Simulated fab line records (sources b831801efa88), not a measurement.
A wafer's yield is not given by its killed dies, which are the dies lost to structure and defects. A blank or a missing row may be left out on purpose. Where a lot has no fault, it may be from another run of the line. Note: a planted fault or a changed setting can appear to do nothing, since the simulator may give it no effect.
What tool caused it? / flow sky130 / Sampling: 13 lots, 39 wafers, 3 of 708 route steps

WHAT EACH GAUGE READ, for each wafer
SKY_VT_ADJUST_LVTN_OVL_MEAS_18. Usual: for VT_ADJUST_LVTN_01_OVL the level is 0.6 nm and the standard deviation is 1.4.
lot=L949; measured=day 7 14:11; on=overlay-01; VT_ADJUST_LVTN_01_OVL (nm)=0.8 1.2 -2.0; flag=
lot=L950; measured=day 8 11:25; on=overlay-02; VT_ADJUST_LVTN_01_OVL (nm)=0.8 0.7 0.7; flag=
lot=L951; measured=day 8 11:43; on=overlay-01; VT_ADJUST_LVTN_01_OVL (nm)=0.7 1.5 -0.2; flag=
lot=L956; measured=day 9 21:10; on=overlay-01; VT_ADJUST_LVTN_01_OVL (nm)=0.7 1.5 0.4; flag=
lot=L959; measured=day 10 14:19; on=overlay-02; VT_ADJUST_LVTN_01_OVL (nm)=1.9 1.6 0.1; flag=
lot=L960; measured=day 11 03:58; on=overlay-02; VT_ADJUST_LVTN_01_OVL (nm)=-0.4 -1.1 0.4; flag=
lot=L964; measured=day 11 20:26; on=overlay-02; VT_ADJUST_LVTN_01_OVL (nm)=-1.3 -1.8 -0.1; flag=
lot=L965; measured=day 12 12:28; on=overlay-02; VT_ADJUST_LVTN_01_OVL (nm)=1.3 0.2 1.6; flag=
lot=L966; measured=day 12 15:43; on=overlay-02; VT_ADJUST_LVTN_01_OVL (nm)=-0.2 1.7 -0.3; flag=
lot=L968; measured=day 13 13:49; on=overlay-01; VT_ADJUST_LVTN_01_OVL (nm)=1.7 0.0 0.6; flag=
lot=L970; measured=day 13 15:25; on=overlay-02; VT_ADJUST_LVTN_01_OVL (nm)=-0.3 1.9 -0.1; flag=
lot=L969; measured=day 14 01:01; on=overlay-01; VT_ADJUST_LVTN_01_OVL (nm)=0.8 1.7 0.7; flag=
lot=L972; measured=day 14 11:41; on=overlay-02; VT_ADJUST_LVTN_01_OVL (nm)=1.2 1.1 1.6; flag=

SKY_SONOS_ONO_THK_MEAS_01. Usual: for SONOS_ONO_OXIDATION_THK the level is 2.57 nm and the standard deviation is 0.056.
lot=L949; measured=day 11 07:00; on=film-metro-03; SONOS_ONO_OXIDATION_THK (nm)=2.59 2.56 2.47; flag=
lot=L950; measured=day 12 07:26; on=film-metro-03; SONOS_ONO_OXIDATION_THK (nm)=2.69 2.61 2.64; flag=
lot=L951; measured=day 12 08:47; on=film-metro-03; SONOS_ONO_OXIDATION_THK (nm)=2.64 2.53 2.54; flag=
lot=L956; measured=day 13 23:08; on=film-metro-03; SONOS_ONO_OXIDATION_THK (nm)=2.50 2.51 2.46; flag=
lot=L959; measured=day 14 18:33; on=film-metro-04; SONOS_ONO_OXIDATION_THK (nm)=2.55 2.60 2.52; flag=
lot=L960; measured=day 15 14:56; on=film-metro-02; SONOS_ONO_OXIDATION_THK (nm)=2.62 2.61 2.64; flag=
lot=L964; measured=day 16 09:19; on=film-metro-04; SONOS_ONO_OXIDATION_THK (nm)=2.50 2.52 2.53; flag=
lot=L965; measured=day 17 01:11; on=film-metro-02; SONOS_ONO_OXIDATION_THK (nm)=2.64 2.54 2.57; flag=
lot=L966; measured=day 17 05:26; on=film-metro-03; SONOS_ONO_OXIDATION_THK (nm)=2.58 2.68 2.59; flag=
lot=L968; measured=day 18 08:01; on=film-metro-04; SONOS_ONO_OXIDATION_THK (nm)=2.56 2.55 2.57; flag=
lot=L970; measured=day 18 08:11; on=film-metro-02; SONOS_ONO_OXIDATION_THK (nm)=2.56 2.65 2.56; flag=
lot=L969; measured=day 18 20:49; on=film-metro-03; SONOS_ONO_OXIDATION_THK (nm)=2.64 2.54 2.57; flag=
lot=L972; measured=day 19 08:37; on=film-metro-03; SONOS_ONO_OXIDATION_THK (nm)=2.56 2.55 2.58; flag=

SKY_SONOS_ONO_CD_MEAS_13: the cd target is 410 nm. Usual: cd-nm 409.6 nm, standard deviation 2.1.
lot=L949; measured=day 12 09:51; on=cd-sem-01; cd-nm (nm)=407.2 408.8 409.9; flag=
lot=L950; measured=day 13 11:40; on=cd-sem-01; cd-nm (nm)=409.8 409.6 409.4; flag=
lot=L951; measured=day 13 11:52; on=cd-sem-02; cd-nm (nm)=409.2 407.8 408.2; flag=
lot=L956; measured=day 15 05:41; on=cd-sem-01; cd-nm (nm)=411.2 413.9 414.5; flag=
lot=L959; measured=day 16 02:04; on=cd-sem-02; cd-nm (nm)=408.8 407.9 410.2; flag=
lot=L960; measured=day 16 20:30; on=cd-sem-02; cd-nm (nm)=407.6 407.0 405.4; flag=
lot=L964; measured=day 17 18:06; on=cd-sem-01; cd-nm (nm)=410.5 411.2 410.2; flag=
lot=L965; measured=day 18 07:48; on=cd-sem-01; cd-nm (nm)=411.6 409.5 409.3; flag=
lot=L966; measured=day 18 12:55; on=cd-sem-02; cd-nm (nm)=406.6 408.4 409.0; flag=
lot=L968; measured=day 19 16:50; on=cd-sem-01; cd-nm (nm)=408.2 408.8 410.4; flag=
lot=L970; measured=day 19 18:32; on=cd-sem-01; cd-nm (nm)=407.3 404.7 407.1; flag=
lot=L969; measured=day 20 05:25; on=cd-sem-01; cd-nm (nm)=409.8 403.5 405.9; flag=
lot=L972; measured=day 20 17:01; on=cd-sem-01; cd-nm (nm)=407.1 405.3 406.2; flag=

WHAT TOOL EACH LOT RAN ON (gives the tool, then ch and the chambers of the sampled wafers, and finally the start)
Before these readings, the record contains no process step.

WHAT THE TOOLS THEMSELVES READ (means of the sampled wafers that have a number; where no wafer has one, the mark that the record gives instead)
The record holds no such reading with a usual standard deviation.

THE ANSWER, worked out from the rows above alone
Rule: lot off if the mean of its wafers having a number is beyond 3 standard deviations from the usual mean. Also off: a lot with no number at a reading for which 4 or more lots have one. Any other lot the step has rows for is counted as sound. First the gauges in route order, then the tools' own readings, where a lot's mean is used as printed above. The first step at which some lot is off is used, and at that step the reading that is off furthest; a lot without a number counts as furthest.
Nothing can be told from this: no lot is off at any reading shown.

WHAT WAS PUT IN BY THE SIMULATOR
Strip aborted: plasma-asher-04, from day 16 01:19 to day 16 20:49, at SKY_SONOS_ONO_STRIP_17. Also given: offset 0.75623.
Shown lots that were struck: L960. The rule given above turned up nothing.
